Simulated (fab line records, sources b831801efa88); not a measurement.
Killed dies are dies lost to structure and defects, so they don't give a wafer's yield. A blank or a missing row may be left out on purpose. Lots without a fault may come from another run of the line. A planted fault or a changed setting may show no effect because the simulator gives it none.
fab line records | flow sfq_line
record lots=14 wafers=42 last_day=86
route steps=325 shown M6@264 I7@298 M8@315
lots that met no fault: from a run of the same line without faults
start_h: hours from the record's first day to the start of the lot's first wafer shown | wait_h: hours since the lot's step before | " the same as in the row above | L1.1+2: a row that stands for several wafers | - no value, or no start given | * or withheld: withheld | < > ~ a bound
route shown NAME@n: a module of which the file shows steps, and the number in the route of the first | usual: mean/standard deviation of fault-free wafers | same: alike in all rows | chamber/n: place in a boat | sites: the reading at each site | _std_site: their standard deviation | _edge_site: outer sites' mean less inner sites' | radius_mm: how far each site lies from the wafer's centre | mask NAME#n: copy n | behind: the tool/chamber that last shaped the wafer | hold: why the lot was held/for how many hours/how that ended | device: the transistor (n, p or np) that didn't switch | end of line: the same wafers' tests at the end of the route | a step without rows: its recipe alone | killed: dies lost to structure and defects at the first sort, not the wafer's yield | map: a wafer's dies, x killed, . not, _ none there
set.NAME: the setting as run; set.NAME@STEP: as run at that earlier step | model.NAME: the simulator's own value behind a step, which no gauge read
steps of the route over a sample of lots; a table a step, a row a wafer
services: from which hour (start_h, from the record's first day; less than 0 if before it) a tool's chamber was out of use, for how many hours, and why
## steps
# step SFQ_TRILAYER_M6_STRIP_STRIP_163
# recipe gas=O2 power_w=200 platen_temp_c=40 overash_fraction=0.65 chemistry=O2 pressure_mtorr=50
# usual drypump_motor_current_A=5.6/0.49 oes_product_au=0.999/0.0077 platen_temp_c=40.01/0.11
# columns lot.wafer tool chamber start_h wait_h drypump_motor_current_A oes_product_au platen_temp_c rf_hours_counter_h
L885.2 rie_metal-03 1 1555.81 0.1 6.4 0.988 40.09 50
L885.4 " 1 " " 6.4 0.989 39.99 -
L885.6 " 0 " " 5.1 1.000 39.85 -
L886.1 rie_metal-03 0 1558.21 0.1 5.1 0.984 40.00 75
L886.3 " 0 " " 5.1 0.986 40.04 -
L886.6 " 0 " " 5.1 0.992 40.09 -
L887.1 rie_metal-01 0 1633.81 0.1 5.3 0.985 39.82 126
L887.3 " 0 " " 5.3 0.990 39.94 -
L887.4 " 1 " " 5.4 1.005 39.87 -
L888.1 rie_metal-02 0 1635.30 0.1 5.4 0.989 40.10 61
L888.2 " 1 " " 5.7 1.000 39.82 91
L888.5 " 1 " " 5.6 0.994 39.67 -
L889.2 rie_metal-01 0 1636.50 0.1 5.3 1.007 40.03 126
L889.5 " 0 " " 5.3 0.998 39.97 -
L889.6 " 1 " " 5.4 0.998 40.08 -
L890.3 rie_metal-02 1 1637.90 0.2 5.7 0.994 40.01 -
L890.4 " 0 " " 5.5 0.994 39.92 -
L890.6 " 1 " " 5.7 0.993 40.02 -
L894.1 rie_metal-01 1 1735.90 0.1 5.4 1.007 40.04 85
L894.3 " 0 " " 5.3 1.007 40.03 -
L894.6 " 0 " " 5.3 1.007 40.05 -
L898.1 rie_metal-03 1 1815.82 0.1 6.4 1.014 40.05 84
L898.3 " 1 " " 6.4 1.003 40.00 -
L898.4 " 0 " " 5.1 1.003 39.87 -
L899.1 rie_metal-01 1 1817.02 0.1 5.4 1.007 39.96 97
L899.3 " 1 " " 5.4 1.002 39.95 -
L899.5 " 1 " " 5.4 1.010 40.04 -
L901.1 rie_metal-03 0 1823.02 0.1 5.1 0.991 40.17 117
L901.2 " 1 " " 6.4 0.998 40.18 85
L901.3 " 0 " " 5.1 0.998 40.14 -
L904.3 rie_metal-01 1 1840.02 0.2 5.4 1.008 39.99 -
L904.4 " 0 " " 5.3 1.003 39.97 -
L904.6 " 0 " " 5.3 0.993 40.10 -
L905.1 rie_metal-01 1 1842.22 0.1 5.4 1.008 40.10 101
L905.4 " 1 " " 5.4 0.993 39.83 -
L905.5 " 1 " " 5.4 0.993 39.88 -
L906.1 rie_metal-01 0 1844.62 0.1 5.4 1.005 40.09 23
L906.3 " 0 " " 5.3 1.010 40.12 -
L906.6 " 0 " " 5.3 1.009 39.91 -
L907.3 rie_metal-03 0 1847.97 0.2 5.1 1.008 39.97 -
L907.4 " 1 " " 6.4 1.002 40.12 -
L907.5 " 1 " " 6.4 1.000 40.09 -
# step SFQ_I7_BOW_MEAS_946
# recipe mode=bow
# usual I7_BOW=4/11
# columns lot.wafer tool chamber start_h wait_h I7_BOW[um]
L885.2 film_metro-01 - 1724.04 2.5 0
L885.4 " - " " 0
L885.6 " - " " 7
L886.1 film_metro-01 - 1733.74 1.5 14
L886.3 " - " " 28
L886.6 " - " " 19
L887.1 film_metro-01 - 1774.77 1.0 15
L887.3 " - " " 16
L887.4 " - " " 11
L888.1 film_metro-03 - 1777.77 1.0 18
L888.2 " - " " 18
L888.5 " - " " 2
L889.2 film_metro-04 - 1780.79 2.0 -7
L889.5 " - " " -13
L889.6 " - " " -8
L890.3 film_metro-01 - 1781.35 1.0 14
L890.4 " - " " 3
L890.6 " - " " 11
L894.1 film_metro-04 - 1812.61 1.0 19
L894.3 " - " " 17
L894.6 " - " " 3
L898.1 film_metro-03 - 1840.90 1.1 4
L898.3 " - " " 0
L898.4 " - " " 11
L899.1 film_metro-04 - 1842.52 2.5 8
L899.3 " - " " 20
L899.5 " - " " 8
L901.1 film_metro-01 - 1848.52 1.0 7
L901.2 " - " " 8
L901.3 " - " " 3
L904.3 film_metro-01 - 1965.86 2.0 -7
L904.4 " - " " -6
L904.6 " - " " -5
L905.1 film_metro-03 - 1974.04 1.5 15
L905.4 " - " " 6
L905.5 " - " " 5
L906.1 film_metro-04 - 2055.02 1.0 -13
L906.3 " - " " -11
L906.6 " - " " -17
L907.3 film_metro-04 - 2057.80 1.0 -2
L907.4 " - " " 9
L907.5 " - " " 11
# step SFQ_TRILAYER_M8_LITHO_EXPOSE_194
# recipe mask_id=M8 na=0.6 source_shape=conventional sigma_outer=0.65 target_cd_nm=2000 dose_mj=14.4
# usual exposure_dose_mJ_cm2=14.401/0.014 focus_offset_nm=0.0/0.53 sigma_outer=0.65/0
# columns lot.wafer tool chamber start_h wait_h mask exposure_dose_mJ_cm2 focus_offset_nm sigma_outer
L885.2 krf_scanner-01 0 1931.43 - M8#0 14.412 0.3 0.65
L885.4 " 0 " " M8#0 14.425 0.4 0.65
L885.6 " 0 " " M8#0 14.394 0.6 0.65
L886.1 krf_scanner-01 0 1936.03 - M8#0 14.393 -0.7 0.65
L886.3 " 0 " " M8#0 14.377 -0.5 0.65
L886.6 " 0 " " M8#0 14.379 -0.9 0.65
L887.1 krf_scanner-01 0 1973.23 - M8#0 14.405 -0.1 0.65
L887.3 " 0 " " M8#0 14.393 -0.4 0.65
L887.4 " 0 " " M8#0 14.394 -0.2 0.65
L888.1 krf_scanner-01 - 1981.63 - M8#0 - - -
L888.2 " - " " M8#0 - - -
L888.5 " - " " M8#0 - - -
L889.2 krf_scanner-01 - 1985.43 - M8#0 - - -
L889.5 " - " " M8#0 - - -
L889.6 " - " " M8#0 - - -
L890.3 krf_scanner-01 0 1989.23 - M8#0 14.413 0.4 0.65
L890.4 " 0 " " M8#0 14.416 1.2 0.65
L890.6 " 0 " " M8#0 14.411 0.1 0.65
L894.1 krf_scanner-02 0 2021.36 - M8#0 14.400 0.4 0.65
L894.3 " 0 " " M8#0 14.403 -0.2 0.65
L894.6 " 0 " " M8#0 14.409 -0.5 0.65
L898.1 krf_scanner-02 0 2043.29 - M8#0 14.412 -0.3 0.65
L898.3 " 0 " " M8#0 14.399 -0.1 0.65
L898.4 " 0 " " M8#0 14.394 -0.9 0.65
L899.1 krf_scanner-02 0 2044.49 - M8#0 14.386 -0.1 0.65
L899.3 " 0 " " M8#0 14.387 -0.2 0.65
L899.5 " 0 " " M8#0 14.397 -0.8 0.65
L901.1 krf_scanner-02 0 2048.09 - M8#0 14.372 -0.8 0.65
L901.2 " 0 " " M8#0 14.405 -0.5 0.65
L901.3 " 0 " " M8#0 14.392 0.0 0.65
L904.3 krf_scanner-02 0 2059.29 - M8#0 14.393 0.2 0.65
L904.4 " 0 " " M8#0 14.420 -0.1 0.65
L904.6 " 0 " " M8#0 14.405 0.1 0.65
L905.1 krf_scanner-02 0 2062.59 - M8#0 14.396 0.0 0.65
L905.4 " 0 " " M8#0 14.394 -0.2 0.65
L905.5 " 0 " " M8#0 14.400 0.6 0.65
L906.1 krf_scanner-02 0 2071.99 - M8#0 14.418 0.8 0.65
L906.3 " 0 " " M8#0 14.415 -0.2 0.65
L906.6 " 0 " " M8#0 14.405 0.2 0.65
L907.3 krf_scanner-02 0 2073.59 - M8#0 14.416 -0.7 0.65
L907.4 " 0 " " M8#0 14.423 -0.5 0.65
L907.5 " 0 " " M8#0 14.427 -0.7 0.65
# step SFQ_M8_RS_MEAS_949
# recipe thk_meas_gauge=four-point-probe reads=Au_of_TRILAYER_M8_DEP_EVAP_196+Pt_of_TRILAYER_M8_DEP_EVAP_198+Ti_of_TRILAYER_M8_DEP_EVAP_197
# usual M8_AU_RS=0.1541/0.0014
# columns lot.wafer tool chamber start_h wait_h M8_AU_RS[ohm/sq]
L885.2 film_metro-02 - 1933.52 0.3 0.1530
L885.4 " - " " 0.1527
L885.6 " - " " 0.1526
L886.1 film_metro-03 - 1938.30 0.3 0.1547
L886.3 " - " " 0.1548
L886.6 " - " " 0.1528
L887.1 film_metro-02 - 1975.50 0.3 0.1555
L887.3 " - " " 0.1544
L887.4 " - " " 0.1564
L888.1 film_metro-02 - 1983.90 0.3 0.1556
L888.2 " - " " 0.1537
L888.5 " - " " 0.1546
L889.2 film_metro-02 - 1987.52 0.3 0.1555
L889.5 " - " " 0.1553
L889.6 " - " " 0.1549
L890.3 film_metro-02 - 1991.14 0.3 0.1526
L890.4 " - " " 0.1535
L890.6 " - " " 0.1539
L894.1 film_metro-03 - 2023.63 0.3 0.1540
L894.3 " - " " 0.1541
L894.6 " - " " 0.1548
L898.1 film_metro-02 - 2045.56 0.3 0.1534
L898.3 " - " " 0.1546
L898.4 " - " " 0.1544
L899.1 film_metro-03 - 2046.76 0.3 0.1512
L899.3 " - " " 0.1512
L899.5 " - " " 0.1525
L901.1 film_metro-02 - 2050.43 0.3 0.1532
L901.2 " - " " 0.1523
L901.3 " - " " 0.1539
L904.3 film_metro-02 - 2061.20 0.3 0.1544
L904.4 " - " " 0.1539
L904.6 " - " " 0.1531
L905.1 film_metro-04 - 2064.86 0.3 0.1551
L905.4 " - " " 0.1545
L905.5 " - " " 0.1532
L906.1 film_metro-02 - 2074.26 0.3 0.1544
L906.3 " - " " 0.1535
L906.6 " - " " 0.1545
L907.3 film_metro-03 - 2075.50 0.3 0.1518
L907.4 " - " " 0.1520
L907.5 " - " " 0.1539
## services
# columns tool chamber start_h hours kind
krf_scanner-02 - 1532.55 1.3 pm
krf_scanner-02 - 1550.36 0.3 repair
krf_scanner-02 - 1559.62 1.0 pm
krf_scanner-02 - 1569.02 4.4 pm
krf_scanner-02 - 1573.40 3.6 pm
krf_scanner-02 - 1588.97 0.8 pm
rie_metal-01 - 1609.51 0.2 repair
rie_metal-01 - 1611.03 1.4 pm
krf_scanner-02 - 1663.34 4.1 repair
krf_scanner-02 - 1690.42 1.1 repair
krf_scanner-02 - 1706.69 1.0 repair
krf_scanner-02 - 1708.45 1.3 pm
krf_scanner-02 - 1730.57 1.0 pm
krf_scanner-02 - 1757.77 0.8 pm
krf_scanner-02 - 1857.30 1.8 repair
krf_scanner-02 - 1891.56 1.3 pm
krf_scanner-02 - 1897.29 1.0 pm
rie_metal-01 - 1899.60 14.6 pm
krf_scanner-02 - 1902.31 3.0 pm
krf_scanner-02 - 1926.57 0.8 pm
krf_scanner-02 - 1960.47 5.6 repair
krf_scanner-02 - 2026.24 1.4 repair
krf_scanner-02 - 2061.29 1.3 pm
krf_scanner-02 - 2067.39 1.0 pm
## key
first_sign step=SFQ_TRILAYER_M8_LITHO_EXPOSE_194 reading=tool_record direction=missing
effect none on later readings
met_at SFQ_TRILAYER_M8_LITHO_EXPOSE_194
struck_lots L888,L889
not_acting_at SFQ_TRILAYER_M6_STRIP_STRIP_163,SFQ_I7_BOW_MEAS_946,SFQ_M8_RS_MEAS_949
onset_between 1973.23 1981.63
fault kind=skipped_step_whole tool=krf_scanner-01 chamber=- onset_h=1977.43 steps=SFQ_TRILAYER_M8_LITHO_EXPOSE_194 scope=struck_lots_only
